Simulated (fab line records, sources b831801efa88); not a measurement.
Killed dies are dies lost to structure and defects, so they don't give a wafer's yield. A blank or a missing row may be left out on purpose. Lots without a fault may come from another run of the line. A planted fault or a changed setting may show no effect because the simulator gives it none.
fab line records | flow sky130
record lots=6 wafers=18 last_day=50
route steps=708 shown METAL3@569 VIA3@573 PAD_OPEN@708
lots that met no fault: from a run of the same line without faults
start_h: hours from the record's first day to the start of the lot's first wafer shown | wait_h: hours since the lot's step before | " the same as in the row above | L1.1+2: a row that stands for several wafers | - no value, or no start given | * or withheld: withheld | < > ~ a bound
route shown NAME@n: a module of which the file shows steps, and the number in the route of the first | usual: mean/standard deviation of fault-free wafers | same: alike in all rows | chamber/n: place in a boat | sites: the reading at each site | _std_site: their standard deviation | _edge_site: outer sites' mean less inner sites' | radius_mm: how far each site lies from the wafer's centre | mask NAME#n: copy n | behind: the tool/chamber that last shaped the wafer | hold: why the lot was held/for how many hours/how that ended | device: the transistor (n, p or np) that didn't switch | end of line: the same wafers' tests at the end of the route | a step without rows: its recipe alone | killed: dies lost to structure and defects at the first sort, not the wafer's yield | map: a wafer's dies, x killed, . not, _ none there
set.NAME: the setting as run; set.NAME@STEP: as run at that earlier step | model.NAME: the simulator's own value behind a step, which no gauge read
lots at some steps of the route; a table a step, a row a wafer
services: from which hour (start_h, from the record's first day; less than 0 if before it) a tool's chamber was out of use, for how many hours, and why
## steps
# step SKY_METAL3_STRIP_19
# recipe chemistry=O2/N2 power_w=1400 pressure_mtorr=1500 platen_temp_c=withheld o2_flow_sccm=3000 n2_flow_sccm=300 overash_fraction=0.5
# usual drypump_motor_current_A=5.6/0.36 oes_product_au=0.503/0.0052 strip_time_to_endpoint_s=6.56/0.071
# columns lot.wafer tool chamber start_h wait_h drypump_motor_current_A oes_product_au rf_hours_counter_h strip_time_to_endpoint_s
L269.1 plasma_asher-02 1 946.55 0.3 5.4 0.500 113 6.58
L269.2 " 0 " " 5.7 0.498 113 6.52
L269.5 " 0 " " 5.7 0.502 - 6.53
L271.2 plasma_asher-02 0 956.41 0.2 5.7 0.502 114 6.59
L271.3 " 0 " " 5.7 0.506 - 6.57
L271.6 " 1 " " 5.5 0.502 - 6.58
L277.3 plasma_asher-02 1 988.66 0.1 5.5 0.501 - 6.56
L277.4 " 0 " " 5.7 0.501 - 6.53
L277.5 " 1 " " 5.4 0.499 - 6.48
L279.1 plasma_asher-01 0 1003.12 0.1 5.8 0.498 87 6.55
L279.4 " 1 " " 5.5 0.499 - 6.47
L279.5 " 0 " " 5.8 0.500 - 6.52
L286.4 plasma_asher-01 0 1051.01 0.1 5.8 0.500 - 6.55
L286.5 " 0 " " 5.8 0.501 - 6.48
L286.6 " 1 " " 5.5 0.509 - 6.53
L287.2 plasma_asher-01 1 1053.22 0.1 5.5 0.495 92 6.62
L287.4 " 1 " " 5.5 0.503 - 6.62
L287.5 " 1 " " 5.5 0.501 - 6.58
# step SKY_METAL3_STRIP_20
# recipe chemistry=post_etch_residue_remover time_s=1200 temp_c=72.5
# step SKY_METAL3_CLEAN_21
# recipe chemistry=IPA time_s=180 temp_c=25
# step SKY_METAL3_CLEAN_22
# recipe chemistry=O3/DIW dry=n2_spin
# step SKY_VIA3_HDPCVD_00
# recipe material=SiO2 target_thk_nm=1635 sigma_open_frac=0.3 time_s=272.5 temp_c=400 sih4_flow_sccm=60 pressure_mtorr=6
# step SKY_VIA3_THK_MEAS_01
# recipe reads=SiO2_of_VIA3_HDPCVD_00
# usual VIA3_HDPCVD_THK=1638/15
# columns lot.wafer tool chamber start_h wait_h VIA3_HDPCVD_THK[nm]
L269.1 film_metro-04 - 947.31 0.1 1624
L269.2 " - " " 1618
L269.5 " - " " 1625
L271.2 film_metro-04 - 957.22 0.1 1617
L271.3 " - " " 1641
L271.6 " - " " 1655
L277.3 film_metro-04 - 989.41 0.1 1624
L277.4 " - " " 1652
L277.5 " - " " 1670
L279.1 film_metro-04 - 1003.89 0.1 1623
L279.4 " - " " 1656
L279.5 " - " " 1635
L286.4 film_metro-04 - 1051.76 0.0 1663
L286.5 " - " " 1656
L286.6 " - " " 1640
L287.2 film_metro-01 - 1054.10 0.2 1627
L287.4 " - " " 1637
L287.5 " - " " 1636
# step SKY_VIA3_CMP_02
# recipe material=SiO2 down_force_psi=4 platen_rpm=60 pad_velocity_m_s=0.94248
# usual motor_current_A=11.6/0.9 slurry_filter_dp_kPa=13.50/0.15
# columns lot.wafer tool chamber start_h wait_h motor_current_A slurry_filter_dp_kPa
L269.2 cmp-02 0 947.47 0.1 10.9 13.46
L269.1 " 1 " " 11.9 13.51
L269.5 " 2 " " 9.7 13.35
L271.2 cmp-01 3 957.32 0.1 12.2 13.39
L271.3 " 0 " " 12.0 13.69
L271.6 " 3 " " 12.9 13.35
L277.4 cmp-01 1 992.08 2.6 10.8 13.44
L277.3 " 3 " " 11.7 13.78
L277.5 " 0 " " 12.4 13.56
L279.1 cmp-01 1 1003.98 0.1 10.7 13.63
L279.4 " 0 " " 11.3 13.63
L279.5 " 2 " " 12.8 13.35
L286.4 cmp-01 1 1051.94 0.2 10.8 13.23
L286.6 " 2 " " 12.4 13.77
L286.5 " 3 " " 12.3 13.65
L287.4 cmp-01 0 1054.25 0.1 11.7 13.44
L287.2 " 1 " " 11.0 13.53
L287.5 " 3 " " 11.9 13.59
# step SKY_VIA3_BOW_MEAS_03
# recipe mode=bow
# usual VIA3_BOW=80/8
# columns lot.wafer tool chamber start_h wait_h VIA3_BOW[um]
L269.1 film_metro-04 - 947.67 0.1 86
L269.2 " - " " 85
L269.5 " - " " 67
L271.2 film_metro-01 - 957.59 0.2 80
L271.3 " - " " 89
L271.6 " - " " 94
L277.3 film_metro-01 - 992.37 0.1 89
L277.4 " - " " 88
L277.5 " - " " 90
L279.1 film_metro-02 - 1004.28 0.2 80
L279.4 " - " " 79
L279.5 " - " " 71
L286.4 film_metro-02 - 1052.15 0.2 75
L286.5 " - " " 70
L286.6 " - " " 73
L287.2 film_metro-02 - 1054.47 0.1 80
L287.4 " - " " 86
L287.5 " - " " 72
# step SKY_VIA3_DEHYDRATE_04
# recipe temp_c=200 time_s=60
# step SKY_VIA3_HMDS_05
# recipe prime_time_s=60 prime_temp_c=120
# step SKY_VIA3_COAT_06
# recipe resist=BARC temp_c=withheld time_s=withheld spin_rpm=3000 resist_thk_nm=60
# step SKY_VIA3_COAT_07
# recipe resist=KrF-thick spin_rpm=3000 resist_thk_nm=450
# step SKY_VIA3_SOFTBAKE_08
# recipe temp_c=100 time_s=90 resist=KrF-thick
# usual exhaust_pa=45.2/0.87 heater_power_total_W=57.36/0.11 run_length_s=119.05/0.21
# columns lot.wafer tool chamber start_h wait_h exhaust_pa heater_power_total_W run_length_s
L269.1 litho_track-02 0 959 - 45.6 57.48 118.78
L269.2 " 0 " " 45.3 57.38 118.74
L269.5 " 0 " " 44.9 57.43 118.81
L271.2 litho_track-04 0 969 - 47.0 57.32 119.08
L271.3 " 0 " " 47.3 57.43 118.92
L271.6 " 0 " " 45.8 57.43 118.85
L277.3 litho_track-02 0 1003 - 44.1 59.07 112.14
L277.4 " 0 " " 44.1 58.99 112.23
L277.5 " 0 " " 43.4 58.81 112.50
L279.1 litho_track-02 0 1015 - 45.4 58.86 112.34
L279.4 " 0 " " 44.9 58.73 112.24
L279.5 " 0 " " 45.0 58.70 112.17
L286.4 litho_track-03 0 1062 - 46.3 57.45 119.14
L286.5 " 0 " " 45.5 57.48 119.23
L286.6 " 0 " " 44.7 57.39 119.21
L287.2 litho_track-04 0 1065 - 44.7 57.47 118.94
L287.4 " 0 " " 44.5 57.37 118.89
L287.5 " 0 " " 44.8 57.50 118.78
# step SKY_VIA3_EXPOSE_09
# recipe mask_id=VIM3 na=0.8 source_shape=annular sigma_inner=0.55 sigma_outer=0.85 target_cd_nm=200 dose_mj=38
# step SKY_PAD_OPEN_PROBE_99
# usual defect_limited_yield=82.2/1.9 killed_at_M0_to_M3=44/6.9 killed_at_M4_up=3.3/1.8 killed_at_contacts=24/5 killed_at_front_end=16/4.6 killed_at_other=0.2/0.42 killed_dies=88/9.2 killed_open=48/7.3 killed_short=40/6.5 sort_bin_3_pad_short=0.9/0.43 sort_bin_5_function=10.6/1.5 sort_bin_6_memory=6.4/1.1 sort_n_pass=404/9.2 sort_yield_pct=82.2/1.9
# same gross_dies=492 killed_at_back_side=0 sort_bin_4_leakage[%]=0 sort_bin_8_speed[%]=0
# columns lot.wafer tool chamber start_h wait_h defect_limited_yield[%] killed_at_M0_to_M3 killed_at_M4_up killed_at_contacts killed_at_front_end killed_at_other killed_dies killed_open killed_short sort_bin_3_pad_short[%] sort_bin_5_function[%] sort_bin_6_memory[%] sort_n_pass sort_yield_pct[%]
L269.1 prober-02 - 1112.19 0.1 84.1 30 2 26 19 1 78 39 37 1.0 10.4 4.5 414 84.1
L269.2 prober-02 - 1112.24 0.1 82.9 33 3 27 21 0 84 40 43 0.8 8.9 7.3 408 82.9
L269.5 prober-02 - 1112.39 0.2 82.1 53 1 21 13 0 88 58 28 0.4 11.4 6.1 404 82.1
L271.2 prober-01 - 1120.66 0.1 85.8 35 3 25 7 0 70 37 33 0.6 8.1 5.5 422 85.8
L271.3 prober-01 - 1120.71 0.2 84.1 45 2 16 14 1 78 37 41 2.0 9.6 4.3 414 84.1
L271.6 prober-01 - 1120.86 0.2 84.6 39 2 17 18 0 76 46 30 1.0 7.9 6.5 416 84.6
L279.1 prober-01 - 1158.77 0.1 81.9 44 4 20 21 0 89 48 39 0.6 10.4 7.1 403 81.9
L279.4 prober-01 - 1158.92 0.2 82.9 37 2 24 20 1 84 47 37 1.2 9.8 6.1 408 82.9
L279.5 prober-01 - 1158.97 0.2 80.7 48 2 22 23 0 95 44 50 1.8 10.0 7.5 397 80.7
L287.2 prober-01 - 1195.88 0.1 81.3 49 4 23 16 0 92 46 46 0.6 11.0 7.1 400 81.3
L287.4 prober-01 - 1195.98 0.2 82.1 41 3 26 17 1 88 55 32 0.6 10.4 6.9 404 82.1
L287.5 prober-01 - 1196.03 0.2 82.3 52 1 22 12 0 87 41 46 1.2 9.8 6.7 405 82.3
# killed by level:class
L269.1 LI_CONTACT:geometric_particle:open=10 VIA1:geometric_particle:open=8 CONTACT:geometric_particle:short=6 CONTACT:geometric_particle:open=5 VIA2:geometric_particle:open=5 FIELD_ISO:geometric_particle:short=4 VIA1:geometric_particle:short=4 METAL2:geometric_particle:short=4
L269.2 LI_CONTACT:geometric_particle:open=8 CONTACT:geometric_particle:open=8 VIA1:geometric_particle:open=8 METAL1:geometric_particle:short=8 CONTACT:geometric_particle:short=6 VIA3:geometric_particle:short=6 FIELD_ISO:geometric_particle:short=4 FIELD_ISO:geometric_particle:open=4
L269.5 VIA1:geometric_particle:open=13 VIA2:geometric_particle:open=11 LI_CONTACT:geometric_particle:open=9 CONTACT:geometric_particle:open=6 FIELD_ISO:geometric_particle:open=5 VIA2:geometric_particle:short=5 METAL1:geometric_particle:short=4 VIA3:geometric_particle:open=3
L271.2 VIA2:geometric_particle:open=11 CONTACT:geometric_particle:open=8 VIA1:geometric_particle:open=6 CONTACT:geometric_particle:short=5 FIELD_ISO:geometric_particle:short=4 LI_CONTACT:geometric_particle:open=4 LI_CONTACT:geometric_particle:short=4 LOCAL_INTERCONNECT:geometric_particle:short=4
L271.3 VIA1:geometric_particle:open=8 METAL2:geometric_particle:short=7 CONTACT:geometric_particle:open=6 VIA2:geometric_particle:open=6 CONTACT:geometric_particle:short=5 VIA3:geometric_particle:open=5 VIA2:geometric_particle:short=4 METAL1:geometric_particle:short=4
L271.6 VIA3:geometric_particle:open=9 VIA1:geometric_particle:open=8 LI_CONTACT:geometric_particle:open=5 METAL2:geometric_particle:short=5 FIELD_ISO:geometric_particle:short=4 FIELD_ISO:geometric_particle:open=4 POLY_GATE:geometric_particle:open=4 CONTACT:geometric_particle:open=4
L279.1 CONTACT:geometric_particle:open=10 VIA3:geometric_particle:open=8 VIA1:geometric_particle:open=7 FIELD_ISO:geometric_particle:open=6 VIA2:geometric_particle:open=6 FIELD_ISO:geometric_particle:short=5 LI_CONTACT:geometric_particle:open=5 METAL2:geometric_particle:short=5
L279.4 VIA1:geometric_particle:open=14 CONTACT:geometric_particle:open=9 LI_CONTACT:geometric_particle:open=7 FIELD_ISO:geometric_particle:short=6 POLY_GATE:geometric_particle:short=5 POLY_GATE:geometric_particle:open=4 LOCAL_INTERCONNECT:geometric_particle:short=4 METAL2:geometric_particle:short=4
L279.5 METAL2:geometric_particle:short=11 VIA3:geometric_particle:open=10 FIELD_ISO:geometric_particle:open=9 CONTACT:geometric_particle:open=8 METAL1:geometric_particle:short=6 FIELD_ISO:geometric_particle:short=5 LI_CONTACT:geometric_particle:open=5 CONTACT:geometric_particle:short=5
L287.2 VIA1:geometric_particle:open=8 CONTACT:geometric_particle:open=8 METAL1:geometric_particle:short=8 METAL2:geometric_particle:short=8 POLY_GATE:geometric_particle:open=6 VIA2:geometric_particle:open=6 POLY_GATE:geometric_particle:short=5 VIA3:geometric_particle:open=5
L287.4 LI_CONTACT:geometric_particle:open=12 VIA1:geometric_particle:open=9 VIA2:geometric_particle:open=9 CONTACT:geometric_particle:open=8 LI_CONTACT:geometric_particle:short=4 VIA1:geometric_particle:short=4 METAL2:geometric_particle:short=4 VIA3:geometric_particle:open=4
L287.5 METAL2:geometric_particle:short=11 VIA1:geometric_particle:open=7 METAL3:geometric_particle:short=7 VIA3:geometric_particle:open=6 LI_CONTACT:geometric_particle:open=6 CONTACT:geometric_particle:open=6 VIA2:geometric_particle:open=5 CONTACT:geometric_particle:short=5
## services
# columns tool chamber start_h hours kind
plasma_asher-01 - 926.37 9.3 repair
litho_track-02 - 944.07 - consumable_replace:filter
cmp-02 - 982.77 2.4 repair
cmp-01 - 992.93 3.7 pm
cmp-02 - 1013.33 3.2 repair
cmp-02 - 1033.50 0.3 repair
plasma_asher-02 - 1055.35 9.0 pm
plasma_asher-02 0 1055.35 9.0 vent_cycle
plasma_asher-02 1 1055.35 9.0 vent_cycle
cmp-01 - 1057.07 0.8 repair
plasma_asher-02 0 1064.35 - clean
plasma_asher-02 1 1064.35 - clean
## key
first_sign step=SKY_VIA3_SOFTBAKE_08 reading=run_length_s direction=down sigmas=33 usual=* struck=*
effect step=SKY_VIA3_SOFTBAKE_08 reading=heater_power_total_W direction=up sigmas=14 usual=* struck=*
met_at SKY_VIA3_SOFTBAKE_08
struck_wafers L277.3,L277.4,L277.5,L279.1,L279.4,L279.5
onset_between 959 1003
fault kind=process_parameter_drift tool=litho_track-02 chamber=- onset_h=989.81 steps=SKY_VIA3_SOFTBAKE_08 channel=time_s offset=* shape=step end_h=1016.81 acts_in=* stated=*
